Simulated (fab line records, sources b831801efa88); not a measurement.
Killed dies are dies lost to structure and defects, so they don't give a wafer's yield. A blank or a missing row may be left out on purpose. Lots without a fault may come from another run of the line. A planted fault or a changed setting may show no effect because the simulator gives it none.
Which tool did it? | flow gf180mcu | 7 lots, 21 wafers sampled, at 1 step of a route of 602

WHAT THE GAUGES READ, wafer by wafer
GF_V3_THK_MEAS_01.
lot  | measured     | on            | V3_CVD_00_THK (nm)
L353 | day 21 17:38 | film_metro-04 | 605 602 611
L357 | day 23 10:24 | film_metro-04 | 598 597 596
L359 | day 24 02:57 | film_metro-02 | 596 592 603
L363 | day 25 08:28 | film_metro-02 | 595 592 599
L371 | day 27 19:12 | film_metro-04 | 600 600 597
L373 | day 28 04:19 | film_metro-04 | 597 585 590
L375 | day 29 03:32 | film_metro-02 | 596 594 602

WHICH TOOL RAN EACH LOT (tool, then ch and the chambers of the sampled wafers, then the start)
The record holds no process step before these readings.

THE ANSWER, worked out from the rows above alone
Rule: what is usual is taken from the lots themselves. Put in order of their means at a reading, lots are off if they are a third of the lots or fewer, leave a main group of 4 or more, and stand apart from it by a gap of 3 or more times the standard deviation of the main group's means; of several such gaps the widest counts. A main group whose means are all the same, to the digits that the tables above print for the reading, isn't used. A lot without any number at a reading at which 4 lots or more have one is off too. The other lots that the step has rows for count as sound.
No lot is off at any reading shown: from this, nothing can be told.

WHAT THE SIMULATOR HAD PUT IN
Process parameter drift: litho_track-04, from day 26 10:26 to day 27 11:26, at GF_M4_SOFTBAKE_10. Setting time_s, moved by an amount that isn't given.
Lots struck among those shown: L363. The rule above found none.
